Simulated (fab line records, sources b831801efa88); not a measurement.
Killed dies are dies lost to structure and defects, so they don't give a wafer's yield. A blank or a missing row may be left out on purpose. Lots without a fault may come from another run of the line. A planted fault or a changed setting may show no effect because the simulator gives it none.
Problem report in the 8D (eight disciplines) form, filled by code | flow gf180mcu | the parts of the form that need people (team, actions taken, sign-off) are left out

1. THE PROBLEM
tilt_deg at GF_MVSD_IMPLANT_09 reads a mean of 5.764 degrees on 6 wafers of 2 lots; wafers without a fault read 0.001 degrees with a standard deviation of 0.021. That is +99 or more standard deviations from the usual mean.
First seen on wafer L761.1, day 7 13:56, on implanter-03. The record holds 42 wafers of 14 lots with a number at this step. Rule for "out", or "out of limits": more than 4 standard deviations from the usual mean. The other wafers with a number count as sound.

2. WHAT IT IS AND WHAT IT IS NOT
question                    | is                     | is not
which readings at this step | tilt_deg               | -
which lots                  | L761, L762             | L748, L749, L751, L752, L753, L754, L755, L765, L766, L767, L769, L771
which wafers of those lots  | all that have a number | -
read on which tools         | implanter-03           | implanter-01, implanter-04
when                        | from day 7 13:56       | up to then (21 sound wafers); but 15 sound wafers of L765, L766, L767, L769, L771 came after

3. SUSPECTS, AND WHAT RULES EACH OUT
Counting: a tool at a process step up to the reading stays a suspect if it ran every lot that is out and no sound lot after the first of them.
- implanter-03 at GF_MVSD_IMPLANT_09: kept. It ran every lot that is out, first L761 (day 7 13:56), and no sound lot after that; its last sound lot up to then is L755 (day 6 07:11). Its own readings are out on those wafers: tilt_deg.
Left after counting: implanter-03 at GF_MVSD_IMPLANT_09.

4. THE CAUSE (what the simulator had put in)
Process parameter drift: implanter-03, from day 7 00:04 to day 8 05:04, at GF_MVSD_IMPLANT_09. Setting tilt_deg, moved by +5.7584, from 0. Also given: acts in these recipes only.
Counting left only this tool.

5. THE CHAIN OF EFFECTS, in route order
Each row: a reading whose mean over the struck wafers that have a number lies more than 3 standard deviations from the usual. Only readings for which the record gives a usual standard deviation are gone through. hours: the time from each lot's start at the first step in this table that gives one to its start at this step, as a median over the lots. sigmas: the change in usual standard deviations.
hours | step               | reading  | usual         | on struck wafers | change | sigmas
0     | GF_MVSD_IMPLANT_09 | tilt_deg | 0.001 degrees | 5.764            | +5.763 | +99 or more
The process steps in it:
- GF_MVSD_IMPLANT_09
Later measuring or inspecting steps at which every struck wafer that the step has a row for has a number for every such reading, and none has moved that far: GF_HV_LDD_THK_MEAS_57, GF_SAB_CD_MEAS_09, GF_SALICIDE_RS_MEAS_04.

6. WHAT WOULD HAVE CAUGHT IT SOONER
In this record the first reading out of limits was taken at day 7 13:56, 14 hours after the fault began at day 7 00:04.
